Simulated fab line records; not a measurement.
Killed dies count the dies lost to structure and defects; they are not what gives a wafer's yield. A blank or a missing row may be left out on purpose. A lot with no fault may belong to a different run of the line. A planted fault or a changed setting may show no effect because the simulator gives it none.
fab line records -- flow sky130
record: lots: 24, wafers: 72, last_day: 50
route steps=708 shown FIELD_ISO@26 CONTACT@406 METAL2@503 VIA2@520 CAP2M@615
lots that met no fault: from a run of the same line without faults
start_h: start of the lot's first displayed wafer, in hours after the record's first day -- wait_h: hours since the lot's step before -- " same as the row above -- L1.1+2: a row that stands for several wafers -- - value missing, or start not given -- * or withheld: withheld -- < > ~ a bound
route shown NAME@n: a module of which the file shows steps, and the number in the route of the first -- usual: mean/standard deviation taken from wafers without a fault -- same: alike in all rows -- chamber/n: place in a boat -- sites: readings site by site -- _std_site: how widely they spread, as a standard deviation -- _edge_site: the outer-site mean with the inner-site mean subtracted -- radius_mm: for every site, how far away it sits from the centre of the wafer -- mask NAME#n: copy n -- behind: the last tool/chamber to shape the wafer -- hold: cause of the lot's hold/its duration in hours/its outcome -- device: the n, p or np transistor that did not switch -- end of line: the same wafers' tests at the end of the route -- a step without rows: its recipe alone -- killed: dies that structure and defects cost at the first sort, which is not the same as the wafer's yield -- map: a wafer's dies, marking killed ones x, the rest . and places with no die _
set.NAME: the setting the step ran with; set.NAME@STEP: the setting that earlier step ran with -- model.NAME: the simulator's own value behind a step, which no gauge read
one table for each step of the route and one row for each wafer, over a sample of lots
services: a tool's chamber out of use, with start hour (start_h, from the record's first day; less than 0 if before it), hours out, and reason
== steps ==
step: SKY_FIELD_ISO_THK_MEAS_25
recipe: reads: SiO2_of_FIELD_ISO_CVD_24
usual: FIELD_ISO_CVD_24_THK: 600/5.9
lot.wafer,tool,chamber,start_h,wait_h,FIELD_ISO_CVD_24_THK[nm]
L074.1,film_metro-01,-,31.25,0.0,594
L074.2,film_metro-01,-,31.25,0.0,602
L074.4,film_metro-01,-,31.25,0.0,590
L075.3,film_metro-03,-,36.80,0.1,598
L075.5,film_metro-03,-,36.80,0.1,602
L075.6,film_metro-03,-,36.80,0.1,599
L076.1,film_metro-03,-,43.60,0.0,599
L076.2,film_metro-03,-,43.60,0.0,604
L076.5,film_metro-03,-,43.60,0.0,605
L077.2,film_metro-02,-,46.76,0.0,603
L077.3,film_metro-02,-,46.76,0.0,605
L077.6,film_metro-02,-,46.76,0.0,600
L078.3,film_metro-02,-,56.82,0.1,600
L078.5,film_metro-02,-,56.82,0.1,596
L078.6,film_metro-02,-,56.82,0.1,608
L079.2,film_metro-02,-,59.04,0.0,594
L079.3,film_metro-02,-,59.04,0.0,598
L079.4,film_metro-02,-,59.04,0.0,597
L080.2,film_metro-01,-,64.04,0.0,602
L080.4,film_metro-01,-,64.04,0.0,597
L080.6,film_metro-01,-,64.04,0.0,596
L081.3,film_metro-02,-,68.08,0.1,599
L081.4,film_metro-02,-,68.08,0.1,601
L081.5,film_metro-02,-,68.08,0.1,599
L082.1,film_metro-02,-,74.33,0.0,608
L082.3,film_metro-02,-,74.33,0.0,602
L082.5,film_metro-02,-,74.33,0.0,608
L083.2,film_metro-01,-,82.77,0.0,598
L083.3,film_metro-01,-,82.77,0.0,607
L083.4,film_metro-01,-,82.77,0.0,598
L084.2,film_metro-02,-,86.70,0.0,607
L084.5,film_metro-02,-,86.70,0.0,604
L084.6,film_metro-02,-,86.70,0.0,608
L085.3,film_metro-02,-,89.30,0.1,607
L085.4,film_metro-02,-,89.30,0.1,599
L085.5,film_metro-02,-,89.30,0.1,606
L086.2,film_metro-01,-,95.19,0.0,593
L086.4,film_metro-01,-,95.19,0.0,600
L086.6,film_metro-01,-,95.19,0.0,597
L087.1,film_metro-03,-,104.73,0.0,596
L087.2,film_metro-03,-,104.73,0.0,599
L087.3,film_metro-03,-,104.73,0.0,602
L088.3,film_metro-01,-,110.07,0.1,590
L088.5,film_metro-01,-,110.07,0.1,601
L088.6,film_metro-01,-,110.07,0.1,593
L090.1,film_metro-02,-,117.12,0.0,590
L090.4,film_metro-02,-,117.12,0.0,590
L090.5,film_metro-02,-,117.12,0.0,591
L089.3,film_metro-03,-,117.14,0.1,599
L089.5,film_metro-03,-,117.14,0.1,592
L089.6,film_metro-03,-,117.14,0.1,600
L091.2,film_metro-01,-,126.99,0.0,604
L091.4,film_metro-01,-,126.99,0.0,598
L091.5,film_metro-01,-,126.99,0.0,601
L092.1,film_metro-02,-,129.50,0.0,599
L092.3,film_metro-02,-,129.50,0.0,609
L092.5,film_metro-02,-,129.50,0.0,604
L094.1,film_metro-02,-,136.41,0.0,594
L094.2,film_metro-02,-,136.41,0.0,582
L094.5,film_metro-02,-,136.41,0.0,587
L093.3,film_metro-01,-,136.43,0.1,601
L093.4,film_metro-01,-,136.43,0.1,606
L093.5,film_metro-01,-,136.43,0.1,616
L095.2,film_metro-02,-,150.01,0.0,596
L095.3,film_metro-02,-,150.01,0.0,613
L095.5,film_metro-02,-,150.01,0.0,601
L096.1,film_metro-01,-,150.06,0.0,614
L096.3,film_metro-01,-,150.06,0.0,602
L096.4,film_metro-01,-,150.06,0.0,602
L097.1,film_metro-03,-,154.28,0.0,600
L097.2,film_metro-03,-,154.28,0.0,599
L097.5,film_metro-03,-,154.28,0.0,595
step: SKY_CONTACT_CVD_00
recipe: material: Si3N4, target_thk_nm: 75, temp_c: 400, time_s: withheld, rf_w: 450
usual: heater_power_w: 699/58
lot.wafer,tool,chamber,start_h,wait_h,heater_power_w
L074.1,pecvd-04,0,692.14,0.0,679
L074.2,pecvd-04,2,692.14,0.0,597
L074.4,pecvd-04,0,692.14,0.0,673
L075.3,pecvd-04,0,707.89,0.0,650
L075.5,pecvd-04,2,707.89,0.0,643
L075.6,pecvd-04,0,707.89,0.0,647
L076.1,pecvd-01,2,717.69,0.0,764
L076.2,pecvd-01,0,717.69,0.0,651
L076.5,pecvd-01,0,717.69,0.0,646
L077.2,pecvd-02,0,721.53,0.0,695
L077.3,pecvd-02,2,721.53,0.0,817
L077.6,pecvd-02,2,721.53,0.0,835
L078.3,pecvd-02,1,738.87,0.0,742
L078.5,pecvd-02,2,738.87,0.0,831
L078.6,pecvd-02,1,738.87,0.0,733
L079.2,pecvd-04,1,739.59,0.0,729
L079.3,pecvd-04,2,739.59,0.0,672
L079.4,pecvd-04,1,739.59,0.0,604
L080.2,pecvd-04,0,750.55,0.0,653
L080.4,pecvd-04,1,750.55,0.0,627
L080.6,pecvd-04,2,750.55,0.0,583
L081.3,pecvd-02,0,757.60,0.0,624
L081.4,pecvd-02,0,757.60,0.0,623
L081.5,pecvd-02,2,757.60,0.0,789
L082.1,pecvd-02,2,766.69,0.0,794
L082.3,pecvd-02,0,766.69,0.0,664
L082.5,pecvd-02,1,766.69,0.0,643
L083.2,pecvd-04,1,789.57,0.0,731
L083.3,pecvd-04,0,789.57,0.0,643
L083.4,pecvd-04,2,789.57,0.0,602
L084.2,pecvd-01,1,792.90,0.0,710
L084.5,pecvd-01,2,792.90,0.0,734
L084.6,pecvd-01,1,792.90,0.0,709
L085.3,pecvd-04,2,794.78,0.0,699
L085.4,pecvd-04,2,794.78,0.0,713
L085.5,pecvd-04,1,794.78,0.0,721
L086.2,pecvd-04,2,811.37,0.0,663
L086.4,pecvd-04,1,811.37,0.0,691
L086.6,pecvd-04,0,811.37,0.0,631
L087.1,pecvd-04,2,827.40,0.0,702
L087.2,pecvd-04,0,827.40,0.0,652
L087.3,pecvd-04,0,827.40,0.0,653
L088.3,pecvd-01,0,837.85,0.0,764
L088.5,pecvd-01,2,837.85,0.0,754
L088.6,pecvd-01,0,837.85,0.0,786
L089.3,pecvd-02,2,843.77,0.0,821
L089.5,pecvd-02,2,843.77,0.0,810
L089.6,pecvd-02,1,843.77,0.0,751
L090.1,pecvd-04,2,844.65,0.0,638
L090.4,pecvd-04,2,844.65,0.0,635
L090.5,pecvd-04,2,844.65,0.0,662
L091.2,pecvd-02,2,847.69,0.0,738
L091.4,pecvd-02,2,847.69,0.0,756
L091.5,pecvd-02,1,847.69,0.0,704
L092.1,pecvd-02,2,849.18,0.0,841
L092.3,pecvd-02,1,849.18,0.0,739
L092.5,pecvd-02,2,849.18,0.0,681
L093.3,pecvd-04,2,853.18,0.0,728
L093.4,pecvd-04,1,853.18,0.0,712
L093.5,pecvd-04,0,853.18,0.0,696
L094.1,pecvd-01,1,858.76,0.0,733
L094.2,pecvd-01,2,858.76,0.0,752
L094.5,pecvd-01,1,858.76,0.0,754
L095.2,pecvd-01,2,881.36,0.0,705
L095.3,pecvd-01,1,881.36,0.0,683
L095.5,pecvd-01,0,881.36,0.0,707
L096.1,pecvd-02,0,883.12,0.0,672
L096.3,pecvd-02,1,883.12,0.0,611
L096.4,pecvd-02,2,883.12,0.0,803
L097.1,pecvd-02,2,898.79,0.0,703
L097.2,pecvd-02,1,898.79,0.0,721
L097.5,pecvd-02,0,898.79,0.0,715
step: SKY_CONTACT_THK_MEAS_03
recipe: reads: SiO2_of_CONTACT_HDPCVD_02
usual: CONTACT_HDPCVD_THK: 565/5.5
lot.wafer,tool,chamber,start_h,wait_h,CONTACT_HDPCVD_THK[nm]
L074.1,film_metro-02,-,692.30,0.0,565
L074.2,film_metro-02,-,692.30,0.0,566
L074.4,film_metro-02,-,692.30,0.0,571
L075.3,film_metro-03,-,708.07,0.1,563
L075.5,film_metro-03,-,708.07,0.1,566
L075.6,film_metro-03,-,708.07,0.1,555
L076.1,film_metro-03,-,717.87,0.0,564
L076.2,film_metro-03,-,717.87,0.0,571
L076.5,film_metro-03,-,717.87,0.0,568
L077.2,film_metro-02,-,721.70,0.0,573
L077.3,film_metro-02,-,721.70,0.0,578
L077.6,film_metro-02,-,721.70,0.0,582
L078.3,film_metro-03,-,739.05,0.1,568
L078.5,film_metro-03,-,739.05,0.1,557
L078.6,film_metro-03,-,739.05,0.1,561
L079.2,film_metro-03,-,739.76,0.0,566
L079.3,film_metro-03,-,739.76,0.0,568
L079.4,film_metro-03,-,739.76,0.0,561
L080.2,film_metro-02,-,750.76,0.1,572
L080.4,film_metro-02,-,750.76,0.1,579
L080.6,film_metro-02,-,750.76,0.1,554
L081.3,film_metro-02,-,757.78,0.1,563
L081.4,film_metro-02,-,757.78,0.1,569
L081.5,film_metro-02,-,757.78,0.1,561
L082.1,film_metro-02,-,766.85,0.0,564
L082.3,film_metro-02,-,766.85,0.0,560
L082.5,film_metro-02,-,766.85,0.0,563
L083.2,film_metro-01,-,789.74,0.0,565
L083.3,film_metro-01,-,789.74,0.0,559
L083.4,film_metro-01,-,789.74,0.0,563
L084.2,film_metro-01,-,793.08,0.0,571
L084.5,film_metro-01,-,793.08,0.0,567
L084.6,film_metro-01,-,793.08,0.0,570
L085.3,film_metro-03,-,795.00,0.1,566
L085.4,film_metro-03,-,795.00,0.1,565
L085.5,film_metro-03,-,795.00,0.1,565
L086.2,film_metro-01,-,811.54,0.0,561
L086.4,film_metro-01,-,811.54,0.0,558
L086.6,film_metro-01,-,811.54,0.0,566
L087.1,film_metro-03,-,827.58,0.0,561
L087.2,film_metro-03,-,827.58,0.0,568
L087.3,film_metro-03,-,827.58,0.0,560
L088.3,film_metro-03,-,838.03,0.1,557
L088.5,film_metro-03,-,838.03,0.1,572
L088.6,film_metro-03,-,838.03,0.1,565
L089.3,film_metro-01,-,843.95,0.1,573
L089.5,film_metro-01,-,843.95,0.1,562
L089.6,film_metro-01,-,843.95,0.1,566
L090.1,film_metro-03,-,844.83,0.0,566
L090.4,film_metro-03,-,844.83,0.0,566
L090.5,film_metro-03,-,844.83,0.0,555
L091.2,film_metro-01,-,847.88,0.0,553
L091.4,film_metro-01,-,847.88,0.0,558
L091.5,film_metro-01,-,847.88,0.0,558
L092.1,film_metro-02,-,849.36,0.0,567
L092.3,film_metro-02,-,849.36,0.0,573
L092.5,film_metro-02,-,849.36,0.0,570
L093.3,film_metro-01,-,853.36,0.1,557
L093.4,film_metro-01,-,853.36,0.1,553
L093.5,film_metro-01,-,853.36,0.1,563
L094.1,film_metro-01,-,858.94,0.0,560
L094.2,film_metro-01,-,858.94,0.0,564
L094.5,film_metro-01,-,858.94,0.0,568
L095.2,film_metro-01,-,881.53,0.0,563
L095.3,film_metro-01,-,881.53,0.0,567
L095.5,film_metro-01,-,881.53,0.0,569
L096.1,film_metro-03,-,883.28,0.0,568
L096.3,film_metro-03,-,883.28,0.0,565
L096.4,film_metro-03,-,883.28,0.0,569
L097.1,film_metro-01,-,898.95,0.0,573
L097.2,film_metro-01,-,898.95,0.0,563
L097.5,film_metro-01,-,898.95,0.0,569
step: SKY_METAL2_STRIP_20
recipe: chemistry: O2/N2, power_w: 1400, pressure_mtorr: 1500, platen_temp_c: withheld, o2_flow_sccm: 3000, n2_flow_sccm: 300, overash_fraction: 0.5
usual: drypump_motor_current_A: 5.7/0.42, oes_product_au: 0.339/0.0052, strip_time_to_endpoint_s: 2.64/0.059
lot.wafer,tool,chamber,start_h,wait_h,drypump_motor_current_A,oes_product_au,rf_hours_counter_h,strip_time_to_endpoint_s
L074.1,plasma_asher-03,0,805.37,0.1,6.2,0.338,6,2.66
L074.2,plasma_asher-03,1,805.37,0.1,5.7,0.341,6,2.59
L074.4,plasma_asher-03,1,805.37,0.1,5.7,0.341,-,2.55
L075.3,plasma_asher-04,1,818.91,0.1,5.0,0.337,-,2.60
L075.5,plasma_asher-04,0,818.91,0.1,5.9,0.339,-,2.67
L075.6,plasma_asher-04,1,818.91,0.1,5.0,0.340,-,2.62
L076.1,plasma_asher-03,0,830.52,0.1,6.2,0.346,9,2.65
L076.2,plasma_asher-03,1,830.52,0.1,5.7,0.330,9,2.53
L076.5,plasma_asher-03,1,830.52,0.1,5.7,0.335,-,2.55
L077.2,plasma_asher-01,0,833.62,0.1,5.8,0.343,105,2.71
L077.3,plasma_asher-01,0,833.62,0.1,5.8,0.348,-,2.72
L077.6,plasma_asher-01,0,833.62,0.1,5.8,0.337,-,2.70
L078.3,plasma_asher-03,0,850.92,0.1,6.1,0.335,-,2.53
L078.5,plasma_asher-03,1,850.92,0.1,5.7,0.339,-,2.63
L078.6,plasma_asher-03,0,850.92,0.1,6.2,0.335,-,2.53
L079.2,plasma_asher-01,0,851.23,0.1,5.9,0.341,106,2.62
L079.3,plasma_asher-01,0,851.23,0.1,5.9,0.346,-,2.65
L079.4,plasma_asher-01,1,851.23,0.1,5.1,0.333,-,2.59
L080.2,plasma_asher-03,1,862.83,0.1,5.7,0.333,12,2.54
L080.4,plasma_asher-03,1,862.83,0.1,5.7,0.334,-,2.63
L080.6,plasma_asher-03,1,862.83,0.1,5.7,0.333,-,2.52
L081.3,plasma_asher-03,0,869.49,0.1,6.2,0.327,-,2.54
L081.4,plasma_asher-03,1,869.49,0.1,5.7,0.342,-,2.64
L081.5,plasma_asher-03,0,869.49,0.1,6.2,0.332,-,2.51
L082.1,plasma_asher-01,0,876.78,0.1,5.9,0.336,109,2.67
L082.3,plasma_asher-01,1,876.78,0.1,5.1,0.336,-,2.67
L082.5,plasma_asher-01,1,876.78,0.1,5.1,0.347,-,2.69
L083.2,plasma_asher-01,0,901.12,0.1,5.9,0.335,111,2.61
L083.3,plasma_asher-01,1,901.12,0.1,5.1,0.337,-,2.67
L083.4,plasma_asher-01,0,901.12,0.1,5.9,0.345,-,2.63
L084.2,plasma_asher-01,1,903.43,0.1,5.0,0.340,112,2.68
L084.5,plasma_asher-01,1,903.43,0.1,5.1,0.334,-,2.69
L084.6,plasma_asher-01,0,903.43,0.1,5.9,0.348,-,2.68
L085.3,plasma_asher-03,0,905.22,0.1,6.2,0.333,-,2.68
L085.4,plasma_asher-03,1,905.22,0.1,5.7,0.335,-,2.70
L085.5,plasma_asher-03,1,905.22,0.1,5.7,0.347,-,2.66
L086.2,plasma_asher-03,0,920.13,0.1,6.2,0.335,18,2.56
L086.4,plasma_asher-03,0,920.13,0.1,6.2,0.339,-,2.64
L086.6,plasma_asher-03,1,920.13,0.1,5.7,0.336,-,2.64
L087.1,plasma_asher-03,0,936.18,0.1,6.2,0.342,19,2.71
L087.2,plasma_asher-03,1,936.18,0.1,5.7,0.340,19,2.66
L087.3,plasma_asher-03,1,936.18,0.1,5.7,0.341,-,2.70
L088.3,plasma_asher-04,1,945.82,0.1,5.0,0.342,-,2.64
L088.5,plasma_asher-04,0,945.82,0.1,6.0,0.348,-,2.68
L088.6,plasma_asher-04,1,945.82,0.1,5.0,0.337,-,2.66
L089.3,plasma_asher-04,0,952.40,0.1,5.9,0.342,-,2.67
L089.5,plasma_asher-04,1,952.40,0.1,5.0,0.346,-,2.66
L089.6,plasma_asher-04,0,952.40,0.1,5.9,0.337,-,2.69
L090.1,plasma_asher-03,1,952.72,0.1,5.7,0.342,21,2.49
L090.4,plasma_asher-03,1,952.72,0.1,5.7,0.334,-,2.60
L090.5,plasma_asher-03,1,952.72,0.1,5.7,0.334,-,2.49
L091.2,plasma_asher-03,1,955.03,0.1,5.7,0.331,21,2.65
L091.4,plasma_asher-03,0,955.03,0.1,6.2,0.339,-,2.54
L091.5,plasma_asher-03,1,955.03,0.1,5.7,0.333,-,2.53
L092.1,plasma_asher-03,1,956.18,0.1,5.7,0.334,21,2.71
L092.3,plasma_asher-03,1,956.18,0.1,5.7,0.344,-,2.72
L092.5,plasma_asher-03,0,956.18,0.1,6.2,0.341,-,2.71
L093.3,plasma_asher-03,0,960.21,0.1,6.2,0.347,-,2.67
L093.4,plasma_asher-03,1,960.21,0.1,5.7,0.340,-,2.69
L093.5,plasma_asher-03,1,960.21,0.1,5.8,0.339,-,2.70
L094.1,plasma_asher-04,0,964.03,0.1,5.9,0.338,52,2.70
L094.2,plasma_asher-04,1,964.03,0.1,5.0,0.339,52,2.63
L094.5,plasma_asher-04,0,964.03,0.1,5.9,0.339,-,2.66
L095.2,plasma_asher-03,1,986.72,0.1,5.7,0.345,24,2.63
L095.3,plasma_asher-03,0,986.72,0.1,6.2,0.339,-,2.58
L095.5,plasma_asher-03,0,986.72,0.1,6.1,0.342,-,2.57
L096.1,plasma_asher-01,0,987.86,0.1,5.9,0.340,120,2.62
L096.3,plasma_asher-01,1,987.86,0.1,5.1,0.336,-,2.60
L096.4,plasma_asher-01,0,987.86,0.1,5.9,0.334,-,2.64
L097.1,plasma_asher-04,1,999.93,0.1,5.0,0.343,55,2.68
L097.2,plasma_asher-04,0,999.93,0.1,5.9,0.331,55,2.67
L097.5,plasma_asher-04,0,999.93,0.1,5.9,0.334,-,2.67
step: SKY_VIA2_OVL_MEAS_13
usual: VIA2_OVL: -1/5.8
lot.wafer,tool,chamber,start_h,wait_h,VIA2_OVL[nm]
L074.1,overlay-01,-,832.94,0.1,0
L074.2,overlay-01,-,832.94,0.1,1
L074.4,overlay-01,-,832.94,0.1,3
L075.3,overlay-01,-,846.61,0.1,4
L075.5,overlay-01,-,846.61,0.1,3
L075.6,overlay-01,-,846.61,0.1,4
L076.1,overlay-02,-,858.35,0.1,-2
L076.2,overlay-02,-,858.35,0.1,-4
L076.5,overlay-02,-,858.35,0.1,-2
L077.2,overlay-02,-,860.86,0.1,7
L077.3,overlay-02,-,860.86,0.1,2
L077.6,overlay-02,-,860.86,0.1,4
L078.3,overlay-01,-,878.66,0.1,-10
L078.5,overlay-01,-,878.66,0.1,-11
L078.6,overlay-01,-,878.66,0.1,-10
L079.2,overlay-02,-,878.70,0.1,1
L079.3,overlay-02,-,878.70,0.1,4
L079.4,overlay-02,-,878.70,0.1,-5
L080.2,overlay-01,-,889.81,0.1,-7
L080.4,overlay-01,-,889.81,0.1,-5
L080.6,overlay-01,-,889.81,0.1,-6
L081.3,overlay-02,-,895.91,0.1,5
L081.4,overlay-02,-,895.91,0.1,0
L081.5,overlay-02,-,895.91,0.1,7
L082.1,overlay-01,-,903.91,0.1,8
L082.3,overlay-01,-,903.91,0.1,3
L082.5,overlay-01,-,903.91,0.1,2
L083.2,overlay-02,-,927.50,0.1,-5
L083.3,overlay-02,-,927.50,0.1,-3
L083.4,overlay-02,-,927.50,0.1,7
L084.2,overlay-01,-,929.35,0.1,-9
L084.5,overlay-01,-,929.35,0.1,-5
L084.6,overlay-01,-,929.35,0.1,-3
L085.3,overlay-01,-,931.15,0.1,8
L085.4,overlay-01,-,931.15,0.1,3
L085.5,overlay-01,-,931.15,0.1,7
L086.2,overlay-01,-,946.51,0.1,-4
L086.4,overlay-01,-,946.51,0.1,-3
L086.6,overlay-01,-,946.51,0.1,-2
L087.1,overlay-01,-,961.89,0.1,9
L087.2,overlay-01,-,961.89,0.1,9
L087.3,overlay-01,-,961.89,0.1,5
L088.3,overlay-02,-,970.67,0.1,4
L088.5,overlay-02,-,970.67,0.1,-2
L088.6,overlay-02,-,970.67,0.1,1
L089.3,overlay-01,-,976.36,0.1,3
L089.5,overlay-01,-,976.36,0.1,8
L089.6,overlay-01,-,976.36,0.1,6
L090.1,overlay-02,-,977.51,0.1,-11
L090.4,overlay-02,-,977.51,0.1,-12
L090.5,overlay-02,-,977.51,0.1,-8
L091.2,overlay-02,-,980.32,0.1,7
L091.4,overlay-02,-,980.32,0.1,7
L091.5,overlay-02,-,980.32,0.1,0
L092.1,overlay-02,-,981.24,0.1,-2
L092.3,overlay-02,-,981.24,0.1,-6
L092.5,overlay-02,-,981.24,0.1,-7
L093.3,overlay-01,-,985.37,0.1,-11
L093.4,overlay-01,-,985.37,0.1,-8
L093.5,overlay-01,-,985.37,0.1,-6
L094.1,overlay-02,-,989.49,0.1,-2
L094.2,overlay-02,-,989.49,0.1,3
L094.5,overlay-02,-,989.49,0.1,-4
L095.2,overlay-02,-,1011.46,0.1,1
L095.3,overlay-02,-,1011.46,0.1,-5
L095.5,overlay-02,-,1011.46,0.1,-2
L096.1,overlay-02,-,1011.91,0.1,6
L096.3,overlay-02,-,1011.91,0.1,3
L096.4,overlay-02,-,1011.91,0.1,-6
L097.1,overlay-01,-,1023.95,0.1,-9
L097.2,overlay-01,-,1023.95,0.1,0
L097.5,overlay-01,-,1023.95,0.1,-9
step: SKY_CAP2M_OVL_MEAS_12
usual: CAP2M_OVL: -0.1/1.5
lot.wafer,tool,chamber,start_h,wait_h,CAP2M_OVL[nm]
L074.1,overlay-02,-,939.62,0.1,-0.3
L074.2,overlay-02,-,939.62,0.1,1.0
L074.4,overlay-02,-,939.62,0.1,1.6
L075.3,overlay-01,-,953.83,0.1,-0.8
L075.5,overlay-01,-,953.83,0.1,-2.1
L075.6,overlay-01,-,953.83,0.1,-0.5
L076.1,overlay-02,-,964.28,0.1,2.9
L076.2,overlay-02,-,964.28,0.1,1.1
L076.5,overlay-02,-,964.28,0.1,0.8
L077.2,overlay-01,-,967.33,0.1,0.0
L077.3,overlay-01,-,967.33,0.1,-0.4
L077.6,overlay-01,-,967.33,0.1,0.9
L078.3,overlay-01,-,983.94,0.1,-0.2
L078.5,overlay-01,-,983.94,0.1,-1.6
L078.6,overlay-01,-,983.94,0.1,-1.2
L079.2,overlay-02,-,984.30,0.1,0.0
L079.3,overlay-02,-,984.30,0.1,0.1
L079.4,overlay-02,-,984.30,0.1,0.6
L080.2,overlay-01,-,992.40,0.1,-2.9
L080.4,overlay-01,-,992.40,0.1,-1.0
L080.6,overlay-01,-,992.40,0.1,-1.5
L081.3,overlay-01,-,999.03,0.1,-1.4
L081.4,overlay-01,-,999.03,0.1,-1.2
L081.5,overlay-01,-,999.03,0.1,-2.6
L082.1,overlay-02,-,1007.72,0.1,2.4
L082.3,overlay-02,-,1007.72,0.1,0.8
L082.5,overlay-02,-,1007.72,0.1,1.8
L083.2,overlay-01,-,1028.15,0.1,1.1
L083.3,overlay-01,-,1028.15,0.1,0.3
L083.4,overlay-01,-,1028.15,0.1,0.0
L084.2,overlay-02,-,1029.48,0.1,0.1
L084.5,overlay-02,-,1029.48,0.1,0.0
L084.6,overlay-02,-,1029.48,0.1,-0.1
L085.3,overlay-01,-,1035.00,0.1,0.8
L085.4,overlay-01,-,1035.00,0.1,-0.4
L085.5,overlay-01,-,1035.00,0.1,0.2
L086.2,overlay-02,-,1043.99,0.1,0.3
L086.4,overlay-02,-,1043.99,0.1,-0.1
L086.6,overlay-02,-,1043.99,0.1,1.7
L087.1,overlay-02,-,1059.04,0.1,-0.7
L087.2,overlay-02,-,1059.04,0.1,-1.9
L087.3,overlay-02,-,1059.04,0.1,-1.9
L088.3,overlay-01,-,1066.60,0.1,-3.0
L088.5,overlay-01,-,1066.60,0.1,-2.6
L088.6,overlay-01,-,1066.60,0.1,-1.8
L089.3,overlay-01,-,1070.69,0.1,-1.6
L089.5,overlay-01,-,1070.69,0.1,-1.5
L089.6,overlay-01,-,1070.69,0.1,-1.9
L090.1,overlay-02,-,1072.07,0.1,1.0
L090.4,overlay-02,-,1072.07,0.1,1.1
L090.5,overlay-02,-,1072.07,0.1,1.8
L091.2,overlay-02,-,1074.40,0.1,3.3
L091.4,overlay-02,-,1074.40,0.1,2.9
L091.5,overlay-02,-,1074.40,0.1,1.0
L092.1,overlay-01,-,1076.82,0.1,0.0
L092.3,overlay-01,-,1076.82,0.1,0.1
L092.5,overlay-01,-,1076.82,0.1,1.0
L093.3,overlay-02,-,1079.44,0.1,1.0
L093.4,overlay-02,-,1079.44,0.1,0.1
L093.5,overlay-02,-,1079.44,0.1,1.1
L094.1,overlay-01,-,1082.99,0.1,2.4
L094.2,overlay-01,-,1082.99,0.1,1.9
L094.5,overlay-01,-,1082.99,0.1,1.7
L095.2,overlay-02,-,1103.19,0.1,-1.5
L095.3,overlay-02,-,1103.19,0.1,-2.7
L095.5,overlay-02,-,1103.19,0.1,-1.5
L096.1,overlay-01,-,1103.74,0.1,-0.9
L096.3,overlay-01,-,1103.74,0.1,-3.0
L096.4,overlay-01,-,1103.74,0.1,-2.6
L097.1,overlay-02,-,1111.37,0.1,1.8
L097.2,overlay-02,-,1111.37,0.1,1.7
L097.5,overlay-02,-,1111.37,0.1,-0.5
== services ==
tool,chamber,start_h,hours,kind
pecvd-04,1,679.83,2.1,scheduled_down
pecvd-04,1,682.84,3.6,repair
plasma_asher-04,-,684.43,1.0,repair
pecvd-01,1,710.34,7.7,repair
plasma_asher-03,-,733.75,9.0,pm
plasma_asher-03,0,733.75,9.0,vent_cycle
plasma_asher-03,1,733.75,9.0,vent_cycle
plasma_asher-03,0,742.75,-,clean
plasma_asher-03,1,742.75,-,clean
plasma_asher-04,-,749.54,2.8,pm
pecvd-04,1,818.12,-,clean
pecvd-04,1,818.12,-,consumable_replace:showerhead
pecvd-04,1,818.12,29.0,scheduled_down
pecvd-04,1,818.12,29.0,vent_cycle
pecvd-02,0,832.41,30.4,repair
plasma_asher-03,-,853.48,3.8,repair
pecvd-01,0,856.33,20.9,repair
pecvd-04,-,911.84,0.6,repair
pecvd-02,2,915.39,2.1,scheduled_down
pecvd-04,-,927.65,0.4,repair
plasma_asher-01,-,944.10,0.9,repair
pecvd-04,1,946.01,5.5,scheduled_down
plasma_asher-04,-,953.69,1.6,repair
pecvd-02,1,996.78,6.3,repair
== key ==
fault none
